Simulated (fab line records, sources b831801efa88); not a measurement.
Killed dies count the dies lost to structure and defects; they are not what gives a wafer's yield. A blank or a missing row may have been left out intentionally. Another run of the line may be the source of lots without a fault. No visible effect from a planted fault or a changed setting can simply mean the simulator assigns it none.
A struck lot beside a sound one || flow sky130 || 19 steps out of a route of 708
Sound: the wafers L236.1, L236.2, L236.3. Struck: wafers L244.4, L244.5, L244.6. The cause is named last.
Per side, at each step with rows, come the tool, then ch with its chambers, and then its first start. Under that, the readings that differ: sound wafers || struck wafers || difference of the means || sigmas: that difference in standard deviations of wafers without a fault.
alike: a reading whose means differ by less than 2 such deviations, as well as words and numbers matching on both sides. not compared: withheld readings; readings where some wafer has no value; bounds like >300 that might hide an equal value; numbers whose values overlap and for which the record gives no deviation.
The two part at a step that has a row with sigmas, a row that says differs or no value, or rows on one side only. Non-overlapping numbers with no deviation appear without sigmas and do not part them. A reading that every wafer of one side lacks parts them only if that side has two wafers or more.

SKY_FIELD_ISO_BOW_MEAS_00:
  sound: film-metro-03 at day 3 07:00; struck: film-metro-01 at day 4 23:04
  alike: INCOMING_BOW
then, 1 step without rows for these wafers: SKY_FIELD_ISO_OXIDATION_01 (stabilise 600 s, purge 300 s, target thk 12 nm).
SKY_FIELD_ISO_THK_MEAS_02:
  sound: film-metro-01 at day 3 08:38; struck: film-metro-03 at day 5 00:40
  alike: FIELD_ISO_OXIDATION_00_THK
then, 1 step without rows for these wafers: SKY_FIELD_ISO_CVD_03 (deposits Si3N4 from DCS/NH3, target thk 165 nm, time 2830 s).
SKY_FIELD_ISO_THK_MEAS_04:
  sound: film-metro-02 at day 3 12:08; struck: film-metro-02 at day 5 03:15
  alike: FIELD_ISO_CVD_03_THK
then, 3 steps without rows for these wafers: SKY_FIELD_ISO_DEHYDRATE_05 (time 60 s); SKY_FIELD_ISO_HMDS_06 (prime time 60 s); SKY_FIELD_ISO_COAT_07 (resist thk 60 nm).
SKY_FIELD_ISO_COAT_08: resist thk 450 nm.
  sound on litho-track-01 ch 0, day 3 20:00; struck on litho-track-01 ch 0, day 5 11:00
{"reading": "model.KrF-thick_of_FIELD_ISO_COAT_08.thk-nm (nm)", "sound": "449.8 449.8 449.6", "struck": "425.7 424 425.3", "difference": -24.7, "sigmas": ""}
  alike: spin-speed-rpm
then, 4 steps without rows for these wafers: SKY_FIELD_ISO_SOFTBAKE_09 (time 90 s); SKY_FIELD_ISO_EXPOSE_10 (exposes mask FOM, target cd 150 nm); SKY_FIELD_ISO_PEB_11; SKY_FIELD_ISO_DEVELOP_12 (develop time 60 s).
SKY_FIELD_ISO_CD_MEAS_13: target cd 150 nm.
  sound: cd-sem-01 at day 4 03:53; struck: cd-sem-01 at day 5 20:32
  alike: cd-nm
SKY_FIELD_ISO_ETCH_14: etches BARC in N2/H2, stops on SiO2, time 45.9 s, target depth 60 nm.
  sound on rie-diel-02 ch 1,2,3, day 4 04:01; struck on rie-diel-02 ch 0,1, day 5 20:35
  alike: chamber-pressure-mTorr, drypump-motor-current-A, oes-product-au, throttle-valve-pct
  not compared: rf-hours-counter-h
SKY_FIELD_ISO_ETCH_15: etches the open film in CHF3/O2, stops on Si, target depth 180 nm, time 72 s.
  sound on rie-diel-02 ch 1,2,3, day 4 04:03; struck on rie-diel-02 ch 0,1, day 5 20:38
{"reading": "model.KrF-thick_of_FIELD_ISO_COAT_08.thk-nm (nm)", "sound": "230.9 237.2 231.1", "struck": "210.8 208.6 211.2", "difference": -22.9, "sigmas": ""}
  alike: chamber-pressure-mTorr, chf3-flow-sccm, drypump-motor-current-A, oes-product-au, throttle-valve-pct
  not compared: rf-hours-counter-h
SKY_FIELD_ISO_STRIP_16: strips in O2/N2.
  sound on plasma-asher-01 ch 0,1, day 4 04:07; struck on plasma-asher-02 ch 0,1, day 5 20:43
{"reading": "strip-time-to-endpoint-s (s)", "sound": "3.49 3.57 3.49", "struck": "3.26 3.23 3.27", "difference": -0.26, "sigmas": -5}
  alike: chamber-pressure-mTorr, drypump-motor-current-A, oes-product-au
  not compared: rf-hours-counter-h
SKY_FIELD_ISO_ETCH_17: etches Si in HBr/Cl2/O2, target depth 342 nm, time 101.3 s.
  sound on rie-si-01 ch 0,1,2, day 4 04:13; struck on rie-si-01 ch 2,3, day 5 20:47
{"reading": "chamber-pressure-mTorr (mTorr)", "sound": "15.028 15.015 15.007", "struck": "14.986 14.968 14.963", "difference": -0.044, "sigmas": -3}
  alike: drypump-motor-current-A, oes-product-au, throttle-valve-pct
  not compared: rf-hours-counter-h
SKY_PAD_OPEN_PROBE_99:
  sound wafers here have rows in the record (prober-01, day 48 07:37); struck ones have none

## WHERE THEY PART
At SKY_FIELD_ISO_STRIP_16 first; at SKY_PAD_OPEN_PROBE_99 last (within this record only).

WHY: what the simulator had put in
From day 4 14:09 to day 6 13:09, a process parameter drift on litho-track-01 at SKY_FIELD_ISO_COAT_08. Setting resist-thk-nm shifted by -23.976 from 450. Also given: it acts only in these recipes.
